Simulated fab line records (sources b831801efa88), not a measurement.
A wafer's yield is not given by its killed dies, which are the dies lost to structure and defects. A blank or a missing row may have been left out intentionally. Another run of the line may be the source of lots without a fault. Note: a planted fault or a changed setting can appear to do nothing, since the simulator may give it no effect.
fab line records	flow sky130
record lots=13	wafers=39	last-day=50
route steps=708 shown VT_ADJUST_PCH@153 LDD_HVN@275 LDD_LDN@301 PAD_OPEN@708
lots with no fault: from the same line, run without faults
start-h: hours from the record's opening day to when the first of the lot's shown wafers began	wait-h: hours from the lot's prior step to this one	" identical to the entry in the row above	L1.1+2: several wafers, shown together as one row	- either no value or no given start	* or withheld: withheld	< > ~ a bound
route shown NAME@n: names a module that has steps shown in the file, with the first one's number in the route	usual: mean/standard deviation taken from wafers without a fault	same: alike in all rows	chamber/n: place in a boat	sites: per-site readings	_std_site: standard deviation across them	_edge_site: mean of outer sites minus mean of inner sites	radius-mm: how far each site lies from the wafer's centre	mask NAME#n: copy n	behind: the last tool/chamber to shape the wafer	hold: why the lot went on hold/how many hours it stayed there/how the hold came to an end	device: the transistor (n, p or np) that didn't switch	end of line: the same wafers' tests at the end of the route	a step without rows: its recipe alone	killed: dies lost to structure and defects at the first sort, not the wafer's yield	map: a wafer's dies, marking killed ones x, the rest . and places with no die _
set.NAME: the setting that was run; set.NAME@STEP: the one run at that earlier step	model.NAME: the simulator's own value behind a step, which no gauge read
one table for each step of the route and one row for each wafer, over a sample of lots
services: from which hour (start-h, from the record's first day; less than 0 if before it) a tool's chamber was out of use, for how many hours, and why
## steps
# step SKY_VT_ADJUST_PCH_TW_MEAS_10
# usual VT_ADJUST_PCH_TW=143.2/1.5
lot.wafer	tool	chamber	start-h	wait-h	VT_ADJUST_PCH_TW
L107.1	film-metro-03	-	229.42	0.1	140.7
L107.4	"	-	"	"	139.3
L107.6	"	-	"	"	140.1
L109.1	film-metro-02	-	244.25	0.1	143.5
L109.4	"	-	"	"	143.4
L109.6	"	-	"	"	142.7
L111.2	film-metro-01	-	259.56	0.1	143.9
L111.5	"	-	"	"	143.7
L111.6	"	-	"	"	144.3
L113.1	film-metro-03	-	274.27	0.1	140.6
L113.4	"	-	"	"	140.2
L113.5	"	-	"	"	140.9
L114.1	film-metro-01	-	282.80	0.1	143.5
L114.2	"	-	"	"	143.4
L114.6	"	-	"	"	144.1
L115.1	film-metro-01	-	295.55	0.1	143.1
L115.2	"	-	"	"	143.9
L115.4	"	-	"	"	143.6
L117.2	film-metro-02	-	305.28	0.1	142.7
L117.3	"	-	"	"	142.6
L117.4	"	-	"	"	142.7
L118.1	film-metro-01	-	312.08	0.1	144.6
L118.4	"	-	"	"	144.6
L118.5	"	-	"	"	145.6
L122.1	film-metro-01	-	340.33	0.1	144.7
L122.2	"	-	"	"	144.6
L122.5	"	-	"	"	143.6
L127.1	film-metro-02	-	379.90	0.1	143.4
L127.4	"	-	"	"	142.6
L127.5	"	-	"	"	142.4
L128.1	film-metro-02	-	390.33	0.1	144.0
L128.2	"	-	"	"	143.6
L128.4	"	-	"	"	144.2
L129.1	film-metro-02	-	397.45	0.1	143.7
L129.2	"	-	"	"	143.7
L129.5	"	-	"	"	143.5
L130.2	film-metro-02	-	402.12	0.1	143.8
L130.4	"	-	"	"	142.9
L130.5	"	-	"	"	143.5
# step SKY_LDD_HVN_IMPLANT_08
# recipe species=P	energy-kev=60	dose-cm2=3e+13	tilt-deg=40
# usual beam-energy-keV=59.996/0.02
lot.wafer	tool	chamber	start-h	wait-h	beam-energy-keV
L107.1	implanter-04	0	467.60	0.0	60.042
L107.4	"	0	"	"	60.039
L107.6	"	0	"	"	60.025
L109.1	implanter-04	0	481.91	0.0	59.998
L109.4	"	0	"	"	60.010
L109.6	"	0	"	"	59.967
L111.2	implanter-03	0	510.11	0.0	59.981
L111.5	"	0	"	"	59.975
L111.6	"	0	"	"	59.997
L113.1	implanter-04	0	519.33	0.0	59.977
L113.4	"	0	"	"	59.986
L113.5	"	0	"	"	60.013
L114.1	implanter-01	0	535.43	0.0	60.013
L114.2	"	0	"	"	60.016
L114.6	"	0	"	"	60.018
L115.1	implanter-01	0	553.35	0.0	59.998
L115.2	"	0	"	"	59.992
L115.4	"	0	"	"	59.992
L117.2	implanter-01	0	558.89	0.0	62.094
L117.3	"	0	"	"	62.061
L117.4	"	0	"	"	62.110
L118.1	implanter-01	0	564.83	0.0	62.102
L118.4	"	0	"	"	62.125
L118.5	"	0	"	"	62.101
L122.1	implanter-01	0	599.50	0.0	62.087
L122.2	"	0	"	"	62.114
L122.5	"	0	"	"	62.091
L127.1	implanter-03	0	636.60	0.0	59.968
L127.4	"	0	"	"	60.014
L127.5	"	0	"	"	60.026
L128.1	implanter-04	0	645.46	0.0	59.953
L128.2	"	0	"	"	59.983
L128.4	"	0	"	"	59.973
L129.1	implanter-03	0	658.83	0.0	60.003
L129.2	"	0	"	"	60.011
L129.5	"	0	"	"	60.019
L130.2	implanter-03	0	662.44	0.0	60.028
L130.4	"	0	"	"	60.009
L130.5	"	0	"	"	60.002
# step SKY_LDD_HVN_STRIP_09
# recipe chemistry=O2/N2	power-w=1400	pressure-mtorr=1500	platen-temp-c=withheld	o2-flow-sccm=3000	n2-flow-sccm=300	overash-fraction=0.5
# usual drypump-motor-current-A=5.7/0.36	oes-product-au=0.409/0.0048	strip-time-to-endpoint-s=4.132/0.017
# same overash-fraction=0.5
lot.wafer	tool	chamber	start-h	wait-h	drypump-motor-current-A	oes-product-au	rf-hours-counter-h	strip-time-to-endpoint-s
L107.1	plasma-asher-04	1	467.75	0.1	5.7	0.411	64	4.125
L107.4	"	1	"	"	5.7	0.412	-	4.105
L107.6	"	0	"	"	5.3	0.404	-	4.122
L109.1	plasma-asher-04	0	482.06	0.1	5.3	0.413	66	4.132
L109.4	"	1	"	"	5.7	0.410	-	4.121
L109.6	"	0	"	"	5.3	0.399	-	4.138
L111.2	plasma-asher-02	1	510.23	0.1	6.3	0.413	36	4.159
L111.5	"	1	"	"	6.3	0.411	-	4.143
L111.6	"	0	"	"	5.7	0.407	-	4.143
L113.1	plasma-asher-02	1	519.48	0.1	6.2	0.407	37	4.126
L113.4	"	1	"	"	6.2	0.414	-	4.128
L113.5	"	1	"	"	6.2	0.423	-	4.117
L114.1	plasma-asher-04	0	535.58	0.1	5.3	0.401	71	4.137
L114.2	"	1	"	"	5.7	0.411	71	4.129
L114.6	"	0	"	"	5.3	0.406	-	4.153
L115.1	plasma-asher-04	0	553.50	0.1	5.3	0.402	73	4.146
L115.2	"	1	"	"	5.7	0.397	73	4.146
L115.4	"	1	"	"	5.7	0.410	-	4.143
L117.2	plasma-asher-04	0	559.01	0.1	5.3	0.409	74	4.134
L117.3	"	0	"	"	5.3	0.401	-	4.152
L117.4	"	1	"	"	5.7	0.409	-	4.124
L118.1	plasma-asher-01	0	564.98	0.1	6.3	0.409	14	4.103
L118.4	"	1	"	"	5.1	0.407	-	4.109
L118.5	"	0	"	"	6.3	0.403	-	4.112
L122.1	plasma-asher-04	1	599.65	0.1	5.7	0.413	78	4.100
L122.2	"	0	"	"	5.3	0.417	78	4.102
L122.5	"	0	"	"	5.3	0.403	-	4.141
L127.1	plasma-asher-02	0	636.75	0.1	5.7	0.410	48	4.153
L127.4	"	1	"	"	6.2	0.409	-	4.158
L127.5	"	1	"	"	6.3	0.413	-	4.148
L128.1	plasma-asher-04	0	645.61	0.1	5.3	0.409	83	4.126
L128.2	"	1	"	"	5.7	0.407	83	4.157
L128.4	"	1	"	"	5.7	0.402	-	4.139
L129.1	plasma-asher-02	0	658.98	0.1	5.7	0.413	51	4.138
L129.2	"	1	"	"	6.2	0.407	51	4.114
L129.5	"	0	"	"	5.7	0.409	-	4.139
L130.2	plasma-asher-04	1	662.56	0.1	5.7	0.409	84	4.101
L130.4	"	1	"	"	5.7	0.412	-	4.132
L130.5	"	1	"	"	5.7	0.407	-	4.128
# step SKY_LDD_LDN_STRIP_12
# recipe chemistry=O2/N2	power-w=1400	pressure-mtorr=1500	platen-temp-c=withheld	o2-flow-sccm=3000	n2-flow-sccm=300	overash-fraction=0.5
# usual drypump-motor-current-A=5.7/0.38	oes-product-au=0.716/0.0045	strip-time-to-endpoint-s=14.16/0.046
# same overash-fraction=0.5
lot.wafer	tool	chamber	start-h	wait-h	drypump-motor-current-A	oes-product-au	rf-hours-counter-h	strip-time-to-endpoint-s
L107.1	plasma-asher-01	1	530.41	0.1	5.1	0.712	10	14.23
L107.4	"	0	"	"	6.2	0.715	-	14.29
L107.6	"	1	"	"	5.2	0.716	-	14.30
L109.1	plasma-asher-04	1	544.08	0.1	5.7	0.708	72	14.10
L109.4	"	1	"	"	5.7	0.718	-	14.09
L109.6	"	1	"	"	5.7	0.713	-	14.07
L111.2	plasma-asher-01	0	572.03	0.1	6.3	0.720	15	14.12
L111.5	"	0	"	"	6.3	0.711	-	14.16
L111.6	"	1	"	"	5.2	0.714	-	14.16
L113.1	plasma-asher-04	1	580.71	0.1	5.7	0.711	76	14.09
L113.4	"	1	"	"	5.7	0.719	-	14.09
L113.5	"	0	"	"	5.3	0.716	-	14.12
L114.1	plasma-asher-03	0	596.11	0.1	5.9	0.723	90	14.11
L114.2	"	1	"	"	6.1	0.721	90	14.11
L114.6	"	1	"	"	6.1	0.715	-	14.11
L115.1	plasma-asher-04	1	613.16	0.1	5.7	0.717	80	14.14
L115.2	"	0	"	"	5.3	0.711	80	14.21
L115.4	"	0	"	"	5.3	0.722	-	14.12
L117.2	plasma-asher-04	1	619.13	0.1	5.7	0.711	80	14.15
L117.3	"	0	"	"	5.3	0.714	-	14.18
L117.4	"	1	"	"	5.7	0.718	-	14.16
L118.1	plasma-asher-04	1	624.61	0.1	5.7	0.714	80	14.19
L118.4	"	0	"	"	5.3	0.710	-	14.24
L118.5	"	1	"	"	5.7	0.716	-	14.22
L122.1	plasma-asher-03	1	658.43	0.1	6.1	0.714	96	14.18
L122.2	"	0	"	"	6.0	0.718	96	14.18
L122.5	"	1	"	"	6.1	0.718	-	14.17
L127.1	plasma-asher-04	0	693.61	0.1	5.3	0.712	87	14.22
L127.4	"	1	"	"	5.7	0.716	-	14.22
L127.5	"	1	"	"	5.7	0.714	-	14.18
L128.1	plasma-asher-04	1	702.93	0.1	5.7	0.717	88	14.18
L128.2	"	0	"	"	5.3	0.717	88	14.22
L128.4	"	0	"	"	5.3	0.723	-	14.21
L129.1	plasma-asher-03	0	716.01	0.1	5.9	0.719	102	14.14
L129.2	"	1	"	"	6.1	0.717	102	14.11
L129.5	"	1	"	"	6.1	0.720	-	14.12
L130.2	plasma-asher-03	0	719.91	0.2	6.0	0.722	102	14.18
L130.4	"	1	"	"	6.1	0.713	-	14.21
L130.5	"	1	"	"	6.1	0.716	-	14.19
# step SKY_PAD_OPEN_PROBE_99
# usual killed_at_M0_to_M3=42/6.3	killed_at_M4_up=2.8/1.9	killed-at-contacts=23/5.3	killed-at-front-end=16/4.3	killed-at-other=0.2/0.51	killed-dies=84/9.3	killed-open=46/7.6	killed-short=38/6.3
# same gross-dies=492	killed-at-back-side=0
lot.wafer	tool	chamber	start-h	wait-h	killed_at_M0_to_M3	killed_at_M4_up	killed-at-contacts	killed-at-front-end	killed-at-other	killed-dies	killed-open	killed-short
L122.1	prober-02	-	1175.15	0.1	36	2	28	13	1	80	38	42
L122.2	prober-02	-	1175.20	0.1	33	3	24	18	1	79	38	41
L122.5	prober-02	-	1175.35	0.2	45	1	23	16	0	85	49	36
L127.1	prober-02	-	1192.67	0.1	42	6	22	22	0	92	38	54
L127.4	prober-02	-	1192.82	0.2	46	0	23	25	0	94	55	39
L127.5	prober-02	-	1192.87	0.2	53	2	25	22	1	103	59	44
# killed by level:class
L122.1 LI_CONTACT:geometric-particle:open=10 CONTACT:geometric-particle:open=7 METAL1:geometric-particle:short=6 POLY_GATE:geometric-particle:short=5 VIA1:geometric-particle:open=5 VIA2:geometric-particle:open=5 METAL2:geometric-particle:short=5 LI_CONTACT:geometric-particle:short=4
L122.2 LOCAL_INTERCONNECT:geometric-particle:short=8 VIA1:geometric-particle:open=7 FIELD_ISO:geometric-particle:short=6 CONTACT:geometric-particle:open=6 FIELD_ISO:geometric-particle:open=5 CONTACT:geometric-particle:short=5 METAL1:geometric-particle:short=5 LI_CONTACT:geometric-particle:open=4
L122.5 VIA1:geometric-particle:open=15 CONTACT:geometric-particle:open=9 LI_CONTACT:geometric-particle:open=7 VIA1:geometric-particle:short=6 METAL2:geometric-particle:short=5 VIA3:geometric-particle:open=5 FIELD_ISO:geometric-particle:open=4 POLY_GATE:geometric-particle:short=4
L127.1 CONTACT:geometric-particle:short=9 VIA1:geometric-particle:open=8 METAL2:geometric-particle:short=8 VIA3:geometric-particle:open=7 FIELD_ISO:geometric-particle:short=6 VIA1:geometric-particle:short=6 POLY_GATE:geometric-particle:short=5 CONTACT:geometric-particle:open=5
L127.4 FIELD_ISO:geometric-particle:open=13 CONTACT:geometric-particle:open=11 VIA1:geometric-particle:open=10 METAL2:geometric-particle:short=7 FIELD_ISO:geometric-particle:short=6 CONTACT:geometric-particle:short=6 VIA2:geometric-particle:open=6 VIA3:geometric-particle:open=6
L127.5 CONTACT:geometric-particle:open=11 VIA1:geometric-particle:open=11 VIA2:geometric-particle:open=9 VIA3:geometric-particle:open=8 METAL1:geometric-particle:short=7 FIELD_ISO:geometric-particle:short=6 VIA2:geometric-particle:short=6 METAL2:geometric-particle:short=6
## services
tool	chamber	start-h	hours	kind
implanter-04	-	463.52	2.4	repair
implanter-03	-	494.49	1.8	repair
implanter-04	-	499.63	3.0	repair
plasma-asher-03	-	529.27	11.5	repair
implanter-03	-	541.24	30.4	repair
plasma-asher-02	-	551.50	1.8	repair
plasma-asher-02	-	568.99	3.5	repair
implanter-04	-	583.60	5.3	pm
implanter-01	-	596.49	1.7	repair
implanter-01	-	608.08	3.3	pm
plasma-asher-04	-	615.03	3.9	repair
plasma-asher-01	-	636.09	1.2	repair
plasma-asher-04	-	666.31	0.5	repair
implanter-04	-	671.13	5.7	pm
implanter-01	-	680.62	4.9	repair
implanter-03	-	681.33	4.5	pm
plasma-asher-01	-	698.82	3.3	repair
## key
first-sign step=SKY_LDD_HVN_IMPLANT_08	reading=beam-energy-keV	direction=up	sigmas=99+	usual=*	struck=*
effect none on later readings
met-at SKY_LDD_HVN_IMPLANT_08
struck-lots L117,L118,L122
tester-left-out L117,L118,L122
not-acting-at SKY_VT_ADJUST_PCH_TW_MEAS_10,SKY_LDD_HVN_STRIP_09,SKY_LDD_LDN_STRIP_12
onset-between 553.35 558.89
fault kind=process-parameter-drift	tool=implanter-01	chamber=-	onset-h=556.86	steps=SKY_LDD_HVN_IMPLANT_08	channel=energy-kev	offset=*	shape=step	end-h=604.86	acts-in=*	stated=*
# tester-left-out: of these lots the tester's yield and bins aren't shown, on N5 and GAA mostly nor the transistor test; their killed dies are dies lost to structure and defects alone, not to doping, threshold or leakage, so they don't give the yield
